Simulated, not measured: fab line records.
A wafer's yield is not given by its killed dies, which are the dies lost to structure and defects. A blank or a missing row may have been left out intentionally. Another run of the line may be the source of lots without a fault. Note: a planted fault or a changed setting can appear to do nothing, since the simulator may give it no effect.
Which tool was responsible? | flow gf180mcu | 39 wafers from 13 lots sampled at 5 of the route's 602 steps

WHAT THE GAUGES READ, wafer by wafer
GF_VT_IMPLANT_TW_MEAS_32. Usual: VT_IMPLANT_3_TW 266.6, standard deviation 2.5.
lot  | measured     | on            | VT_IMPLANT_3_TW   | flag
L198 | day 6 23:19  | film metro-03 | 269.1 268.9 268.8 |
L199 | day 7 03:49  | film metro-04 | 264.8 264.5 264.2 |
L200 | day 7 12:42  | film metro-01 | 267.2 267.5 266.1 |
L201 | day 7 17:52  | film metro-03 | 268.6 267.8 269.1 |
L205 | day 8 19:28  | film metro-04 | 264.3 264.6 263.1 |
L213 | day 11 02:41 | film metro-01 | 268.9 268.8 269.7 |
L214 | day 11 08:25 | film metro-04 | 263.0 262.6 263.2 |
L215 | day 11 16:17 | film metro-04 | 263.5 264.2 263.0 |
L216 | day 11 21:01 | film metro-04 | 263.6 263.1 263.8 |
L217 | day 12 03:38 | film metro-04 | 262.7 262.3 263.0 |
L218 | day 12 07:47 | film metro-01 | 264.3 266.9 266.8 |
L220 | day 12 20:25 | film metro-03 | 269.2 269.4 269.7 |
L221 | day 13 03:58 | film metro-03 | 268.5 269.3 268.3 |

GF_VT_IMPLANT_TW_MEAS_43. Usual: VT_IMPLANT_4_TW 683, standard deviation 6.3.
lot  | measured     | on            | VT_IMPLANT_4_TW | flag
L198 | day 7 15:36  | film metro-01 | 689 687 686     |
L199 | day 7 20:04  | film metro-01 | 685 690 688     |
L200 | day 8 04:43  | film metro-04 | 679 678 678     |
L201 | day 8 10:10  | film metro-04 | 676 679 677     |
L205 | day 9 13:22  | film metro-04 | 681 679 678     |
L213 | day 11 21:22 | film metro-04 | 677 673 679     |
L214 | day 12 03:17 | film metro-01 | 682 685 683     |
L215 | day 12 11:04 | film metro-04 | 672 679 675     |
L216 | day 12 16:20 | film metro-03 | 689 691 691     |
L217 | day 12 23:16 | film metro-01 | 682 688 682     |
L218 | day 13 03:41 | film metro-04 | 682 681 680     |
L220 | day 13 16:26 | film metro-03 | 687 690 689     |
L221 | day 13 23:20 | film metro-03 | 691 693 692     |

GF_VT_IMPLANT_RS_MEAS_49: the measuring method here is four-point-probe. Usual: MVPSD_RS 1168.3 ohm/sq, standard deviation 2.6.
lot  | measured     | on            | MVPSD_RS (ohm/sq)    | flag
L198 | day 7 16:11  | film metro-02 | 1170.2 1167.4 1170.8 |
L199 | day 7 20:38  | film metro-02 | 1167.3 1167.6 1168.3 |
L200 | day 8 05:20  | film metro-02 | 1167.1 1167.9 1170.2 |
L201 | day 8 10:56  | film metro-04 | 1169.1 1167.4 1170.7 |
L205 | day 9 13:57  | film metro-04 | 1166.8 1168.3 1169.6 |
L213 | day 11 21:56 | film metro-04 | 1170.6 1170.9 1170.7 |
L214 | day 12 03:53 | film metro-02 | 1170.2 1169.4 1171.3 |
L215 | day 12 11:40 | film metro-04 | 1169.7 1172.8 1172.8 |
L216 | day 12 16:56 | film metro-01 | 1166.0 1162.7 1159.4 |
L217 | day 12 23:50 | film metro-04 | 1169.9 1171.7 1169.4 |
L218 | day 13 04:16 | film metro-02 | 1171.0 1169.2 1167.7 |
L220 | day 13 17:00 | film metro-02 | 1161.5 1164.2 1163.9 |
L221 | day 13 23:54 | film metro-04 | 1172.4 1172.3 1170.5 |

GF_POLY_GATE_THK_MEAS_17. Usual: POLY_GATE_OXIDATION_THK 4.00 nm, standard deviation 0.075.
lot  | measured     | on            | POLY_GATE_OXIDATION_THK (nm) | flag
L198 | day 9 10:10  | film metro-02 | 4.00 3.92 3.94               |
L199 | day 9 13:16  | film metro-03 | 4.08 4.00 3.92               |
L200 | day 9 22:13  | film metro-02 | 2.64 2.62 2.53               | OFF
L201 | day 10 03:47 | film metro-03 | 4.06 3.93 4.00               |
L205 | day 11 12:07 | film metro-02 | 2.49 2.46 2.44               | OFF
L213 | day 14 02:38 | film metro-04 | 3.90 3.94 3.85               |
L214 | day 14 09:23 | film metro-02 | 3.97 3.85 3.87               |
L215 | day 14 14:55 | film metro-04 | 3.95 4.00 3.91               |
L216 | day 14 23:14 | film metro-04 | 4.08 4.14 4.05               |
L217 | day 15 08:31 | film metro-02 | 4.04 4.04 4.00               |
L218 | day 15 07:17 | film metro-03 | 3.92 4.02 3.94               |
L220 | day 16 00:38 | film metro-02 | 3.91 4.00 4.01               |
L221 | day 16 08:22 | film metro-04 | 4.02 3.99 4.01               |

TOOL THAT RAN EACH LOT (tool first, then ch and the chambers of the sampled wafers, then the start)
lot  | GF_POLY_GATE_OXIDATION_16
L198 | furnace-02 ch 0, day 9 08:55
L199 | furnace-02 ch 0, day 9 12:00
L200 | furnace-02 ch 0, day 9 20:58
L201 | furnace-01 ch 0, day 10 02:31
L205 | furnace-02 ch 0, day 11 10:50
L213 | furnace-02 ch 0, day 14 01:23
L214 | furnace-02 ch 0, day 14 08:07
L215 | furnace-02 ch 0, day 14 13:38
L216 | furnace-01 ch 0, day 14 21:58
L217 | furnace-02 ch 0, day 15 07:16
L218 | furnace-02 ch 0, day 15 06:01
L220 | furnace-02 ch 0, day 15 23:23
L221 | furnace-01 ch 0, day 16 07:07
- GF_POLY_GATE_OXIDATION_16: stabilise 600 s, purge 300 s, target thk 4 nm.

AS READ BY THE TOOLS THEMSELVES (means over the sampled wafers that have a number; for cases with no such wafer, the mark the record gives instead)
GF_POLY_GATE_OXIDATION_16. Usual: spike tc bottom C 867 C, standard deviation 5.9; spike tc centre C 849.5 C, standard deviation 1.4; spike tc lower C 850.8 C, standard deviation 1.1; spike tc top C 861.7 C, standard deviation 1.7; spike tc upper C 850.6 C, standard deviation 1; zone power top pct 30 %, standard deviation 4.2.
lot  | tool       | spike tc bottom C (C) | spike tc centre C (C) | spike tc lower C (C) | spike tc top C (C) | spike tc upper C (C) | zone power top pct (%) | flag
L198 | furnace-02 | 874                   | 848.4                 | 850.9                | 864.1              | 851.6                | 27                     |
L199 | furnace-02 | 874                   | 848.5                 | 850.6                | 863.1              | 850.7                | 26                     |
L200 | furnace-02 | 838                   | 815.0                 | 817.3                | 828.9              | 816.8                | 25                     | OFF
L201 | furnace-01 | 862                   | 850.1                 | 850.9                | 859.3              | 849.6                | 35                     |
L205 | furnace-02 | 838                   | 814.1                 | 816.6                | 828.6              | 816.1                | 25                     | OFF
L213 | furnace-02 | 872                   | 848.7                 | 850.8                | 863.4              | 851.4                | 26                     |
L214 | furnace-02 | 873                   | 849.0                 | 850.5                | 862.8              | 850.7                | 27                     |
L215 | furnace-02 | 873                   | 848.6                 | 851.0                | 862.8              | 851.2                | 26                     |
L216 | furnace-01 | 861                   | 849.9                 | 850.8                | 859.7              | 849.5                | 35                     |
L217 | furnace-02 | 873                   | 848.9                 | 849.8                | 863.1              | 851.5                | 26                     |
L218 | furnace-02 | 873                   | 848.5                 | 850.3                | 862.4              | 850.9                | 27                     |
L220 | furnace-02 | 873                   | 847.7                 | 849.6                | 862.5              | 851.7                | 26                     |
L221 | furnace-01 | 861                   | 849.9                 | 851.4                | 860.2              | 849.8                | 35                     |

THE ANSWER, worked out from the rows above alone
Rule: a lot counts as off when the mean over its wafers that have a number is more than 3 standard deviations away from the usual mean. Also off: a lot with no number at a reading for which 4 or more lots have one. Where the step has rows for the other lots, those lots are counted as sound. First the gauges in route order, then the tools' own readings, where a lot's mean is used as printed above. At the first step where some lot is off, the reading lying furthest off is the one used; lots without a number count as furthest.
Off: at GF_POLY_GATE_THK_MEAS_17 (POLY_GATE_OXIDATION_THK), L200, L205.
If a tool, at a process step before that reading, ran all the lots that are off and no sound lot after the first of them, it fits. Not tried: the gauges at GF_POLY_GATE_THK_MEAS_17; whatever is off there is also off at GF_POLY_GATE_OXIDATION_16, on other tools, and gauge error can't account for it. Of those tried, none fits.

WHAT THE SIMULATOR HAD PUT IN
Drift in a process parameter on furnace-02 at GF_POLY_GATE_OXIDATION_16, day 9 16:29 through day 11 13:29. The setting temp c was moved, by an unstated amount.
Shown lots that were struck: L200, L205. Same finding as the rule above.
